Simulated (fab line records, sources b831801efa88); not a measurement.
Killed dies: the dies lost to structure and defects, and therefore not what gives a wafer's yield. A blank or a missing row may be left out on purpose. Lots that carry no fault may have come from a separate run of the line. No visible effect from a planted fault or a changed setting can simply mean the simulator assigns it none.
Struck lot and sound lot, side by side / flow gf180mcu / 16 out of 602 route steps
Sound: wafers L794.2, L794.3, L794.5. Struck: wafers L791.1, L791.4 (left out: L791.3, a lot-mate that was not struck); the cause follows at the end.
Order at every step that has rows: each side's tool, ch and its chambers, its first start. Under that, the readings that differ: sound wafers / struck wafers / difference of the means / sigmas: that difference in standard deviations of wafers without a fault.
alike: readings with means less than 2 such deviations apart, plus words and numbers identical on both sides. not compared: withheld readings, readings lacking a value on some wafer, bounds such as >300 that could conceal the same value, and numbers that have no deviation in the record and whose values overlap.
A row with sigmas, a row that says differs or no value, or rows on one side alone: a step with any of these is where the two part. When numbers do not overlap yet have no deviation, they are printed without sigmas and do not part them. A reading missing from all wafers of one side parts the sides only when that side holds two or more wafers.

first, 6 steps without rows for these wafers: GF_M2_HMDS_08 (prime time 60 s); GF_M2_COAT_09 (resist thk 1000 nm); GF_M2_SOFTBAKE_10 (time 60 s); GF_M2_EXPOSE_11 (exposes mask Metal2, target cd 280 nm); GF_M2_PEB_12 (peb time 90 s); GF_M2_DEVELOP_13 (develop time 60 s).
GF_M2_CD_MEAS_14: the cd target is 280 nm.
  sound on cd-sem-01 at day 26 14:22; struck on cd-sem-01 at day 25 17:21
  alike: cd-nm
GF_M2_OVL_MEAS_15:
  sound on overlay-01 at day 26 14:29; struck on overlay-01 at day 25 17:28
  alike: M2_OVL
GF_M2_METAL_ETCH_16: etches the open film in Cl2/BCl3, stops on SiO2, target depth 627.5 nm, time 104.6 s.
  sound on rie-metal-04 ch 0,1, day 26 14:31; struck on rie-metal-02 ch 0,1, day 25 17:31
  alike: drypump-motor-current-A, oes-product-au, throttle-valve-pct
  not compared: rf-hours-counter-h
GF_M2_STRIP_17: strips in O2/N2.
  sound on plasma-asher-02 ch 0,1, day 26 14:37; struck on plasma-asher-04 ch 0, day 25 17:37
  alike: drypump-motor-current-A, heater-power-w, oes-product-au, strip-time-to-endpoint-s
  not compared: rf-hours-counter-h
then, 2 steps without rows for these wafers: GF_M2_STRIP_18 (strips in post etch residue remover, time 1200 s); GF_M2_CLEAN_19 (cleans in DIW).
GF_V2_CVD_00: deposits SiO2, target thk 600 nm, time 100 s.
  sound on hdpcvd-02 ch 0,2, day 26 15:09; struck on hdpcvd-01 ch 0, day 25 18:11
  alike: sih4-flow-sccm
GF_V2_THK_MEAS_01:
  sound on film-metro-04 at day 26 15:14; struck on film-metro-04 at day 25 18:15
reading=V2_CVD_00_THK (nm); sound=605 601 606; struck=524 516; difference=-84; sigmas=-11
GF_V2_CVD_02: deposits SiO2 from TEOS, target thk 850 nm, time 94.851 s.
  sound on pecvd-04 ch 0,1,2, day 26 15:17; struck on pecvd-04 ch 0,1, day 25 18:19
  alike: heater-power-w
  not compared: since-wet-clean-h
-- the record jumps here: 8 days lie between the struck wafers' starts before and after (it left off in module V2 and takes up again in module PASSIVATION, whose first step shown is number 602 of the route) --
GF_PASSIVATION_PROBE_99:
  record: rows for the struck wafers here (prober-01, day 33 23:50), none for the sound ones

## WHERE THEY PART
At GF_V2_THK_MEAS_01 first; at GF_PASSIVATION_PROBE_99 last (within this record only).

WHY: the cause the simulator had injected
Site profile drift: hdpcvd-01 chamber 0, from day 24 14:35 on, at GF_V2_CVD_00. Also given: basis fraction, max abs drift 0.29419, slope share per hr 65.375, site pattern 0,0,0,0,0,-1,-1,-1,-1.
